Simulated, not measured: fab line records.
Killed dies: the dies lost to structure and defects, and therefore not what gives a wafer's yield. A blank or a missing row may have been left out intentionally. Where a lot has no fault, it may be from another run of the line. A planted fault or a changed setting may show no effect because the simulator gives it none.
2 desks looking at one fault ; flow gf180mcu ; every desk sees just its own numbers, and what lay behind them comes last

## TOOL OWNER'S DESK, pecvd-03
The tool's own readings at GF_V1_CVD_02 (deposits SiO2 from TEOS, target thk 850 nm, time 94.851 s): means of the sampled wafers that have a number, for each lot that ran on this tool. If a lot's mean is further than 4 standard deviations from the usual mean, the lot is out of limits and carries the mark OUT (the distance appears in the brackets).
Columns: A = heaterPowerOuterW at GF_V1_CVD_02, usual 381 W; B = heaterPowerW at GF_V1_CVD_02, usual 672 W; C = rfFwdPowerW at GF_V1_CVD_02, usual 596.7 W
lot;first seen here;A;B;C
L398;day 17 14:55;321;602;597.6
L399;day 17 19:20;395;677;597.2
L400;day 18 15:14;330;601;836.6 (+99 or more) OUT
L401;day 18 19:56;299;567;835.3 (+99 or more) OUT
L410;day 21 21:59;369;666;596.9
L411;day 22 05:28;428;717;596.7
L413;day 23 00:31;369;646;597.6
Finding of this desk: L400, L401 out of limits; the first was L400 at day 18 15:14, on rfFwdPowerW at GF_V1_CVD_02. L398, L399, L410, L411, L413: within limits.

## THE METROLOGY DESK
Means of the sampled wafers that have a number, per lot and without regard to the tool the lot ran on: this is what the gauges read. If a lot's mean is further than 4 standard deviations from the usual mean, the lot is out of limits and carries the mark OUT (the distance appears in the brackets).
Columns: A = V1_CVD_02_THK at GF_V1_THK_MEAS_03, usual 845 nm; B = V1_BOW at GF_V1_BOW_MEAS_05, usual 81 um
lot;first seen here;A;B
L397;day 16 21:16;838;77
L398;day 17 14:59;855;79
L399;day 17 19:24;838;83
L400;day 18 15:19;942 (+8.8) OUT;79
L401;day 18 20:01;947 (+9.2) OUT;85
L402;day 19 19:34;841;80
L410;day 21 22:03;855;79
L411;day 22 05:33;836;83
L412;day 22 15:05;829;83
L413;day 23 00:35;846;83
L415;day 23 11:41;844;86
This desk reports L400, L401 out of limits; the earliest was L400 at day 18 15:19 (V1_CVD_02_THK at GF_V1_THK_MEAS_03). L397, L398, L399, L402, L410, L411, L412, L413, L415: within limits.

## PUT TOGETHER
An alarm could have come from the tool owner's desk at day 18 15:14, on L400, L401.
An alarm was possible from the metrology desk at day 18 15:19, on L400, L401.
On pecvd-03, each named lot ran GF_V1_CVD_02.

## WHAT HAD BEEN PUT IN BY THE SIMULATOR
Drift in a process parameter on pecvd-03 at GF_V1_CVD_02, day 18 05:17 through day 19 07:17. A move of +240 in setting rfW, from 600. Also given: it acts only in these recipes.
Lots struck among those shown: L400, L401.
Fault start to first reading out of limits, in hours, per desk: tool owner, 10; metrology, 10.
